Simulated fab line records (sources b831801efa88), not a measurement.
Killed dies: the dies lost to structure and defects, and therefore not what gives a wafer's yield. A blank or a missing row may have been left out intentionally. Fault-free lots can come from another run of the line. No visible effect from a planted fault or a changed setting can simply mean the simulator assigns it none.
What tool caused it?    flow sfq_line    7 lots, 21 wafers sampled, at 4 steps of a route of 325

## WHAT EACH GAUGE READ, for each wafer
SFQ_R5_RS_MEAS_933: the measuring method here is four-point-probe.
lot   measured      on             R5_MONX_RS (ohm/sq)
L804  day 67 15:56  film_metro-04  7.19 6.99 7.02
L806  day 69 03:02  film_metro-03  7.18 7.04 7.02
L809  day 69 23:29  film_metro-01  7.13 7.02 6.97
L812  day 72 06:04  film_metro-01  7.11 7.14 7.15
L818  day 73 09:57  film_metro-01  10.39 7.09 7.11 10.44 7.13 7.12
L820  day 74 01:04  film_metro-03  10.31 7.19 7.16 10.37 7.21 7.16
L823  day 74 15:28  film_metro-01  7.05 6.97 6.97

## TOOL THAT RAN EACH LOT (tool first, then ch and the chambers of the sampled wafers, then the start)
lot   SFQ_TRILAYER_I3_VIA_BARC_OPEN_VIA_ETCH_121  SFQ_TRILAYER_M5_STRIP_STRIP_127    SFQ_TRILAYER_R5_DEP_SPUTTER_133
L804  rie_diel-01 ch 0,1,3, day 51 09:20          rie_metal-02 ch 0,1, day 67 05:56  pvd_sputter-04, day 67 15:52
L806  rie_diel-03 ch 0,1,2, day 52 15:20          rie_metal-02 ch 0,1, day 67 21:38  pvd_sputter-04, day 69 02:58
L809  rie_diel-03 ch 0,1,2, day 53 09:46          rie_metal-03 ch 0,1, day 68 06:02  pvd_sputter-04, day 69 23:25
L812  rie_diel-02 ch 1,2, day 54 19:59            rie_metal-03 ch 0,1, day 71 14:47  pvd_sputter-06, day 72 05:58
L818  rie_diel-02 ch 1,2,3, day 56 21:39          rie_metal-02 ch 0,1, day 73 04:24  pvd_sputter-06, day 73 09:52
L820  rie_diel-02 ch 1,2, day 57 02:27            rie_metal-02 ch 0,1, day 73 20:04  pvd_sputter-06, day 74 00:57
L823  rie_diel-01 ch 1,2,3, day 57 19:15          rie_metal-04 ch 0,1, day 74 10:28  pvd_sputter-03, day 74 15:21
- SFQ_TRILAYER_I3_VIA_BARC_OPEN_VIA_ETCH_121: etches BARC in O2, target depth 125 nm, time 41.7 s.
- SFQ_TRILAYER_M5_STRIP_STRIP_127: strips in O2.
- SFQ_TRILAYER_R5_DEP_SPUTTER_133: material MoNx, target thk 40 nm, time 66.7 s.

## THE ANSWER, worked out from the rows above alone
Rule: usual is defined by the lots themselves. The widest of any qualifying gaps counts: lots, ordered by their means at a reading, are off when they make up no more than a third of the lots, leave a main group of 4 or more, and stand apart from it by 3 or more times the standard deviation of that group's means. A main group whose means are all the same, to the digits that the tables above print for the reading, isn't used. A lot without any number at a reading at which 4 lots or more have one is off too. Where the step has rows for the other lots, those lots are counted as sound.
Off: at SFQ_R5_RS_MEAS_933 (R5_MONX_RS), L818, L820. The main group has a mean of 7.06 ohm/sq with a standard deviation of 0.045.
A tool fits if, at a process step before that reading, it ran every lot that is off, and no sound lot after the first of them. The gauges at SFQ_R5_RS_MEAS_933 are tried like those tools. Can't be told from this: 3 tools fit, rie_diel-02 at SFQ_TRILAYER_I3_VIA_BARC_OPEN_VIA_ETCH_121, rie_metal-02 at SFQ_TRILAYER_M5_STRIP_STRIP_127, pvd_sputter-06 at SFQ_TRILAYER_R5_DEP_SPUTTER_133.

## WHAT THE SIMULATOR HAD INSERTED
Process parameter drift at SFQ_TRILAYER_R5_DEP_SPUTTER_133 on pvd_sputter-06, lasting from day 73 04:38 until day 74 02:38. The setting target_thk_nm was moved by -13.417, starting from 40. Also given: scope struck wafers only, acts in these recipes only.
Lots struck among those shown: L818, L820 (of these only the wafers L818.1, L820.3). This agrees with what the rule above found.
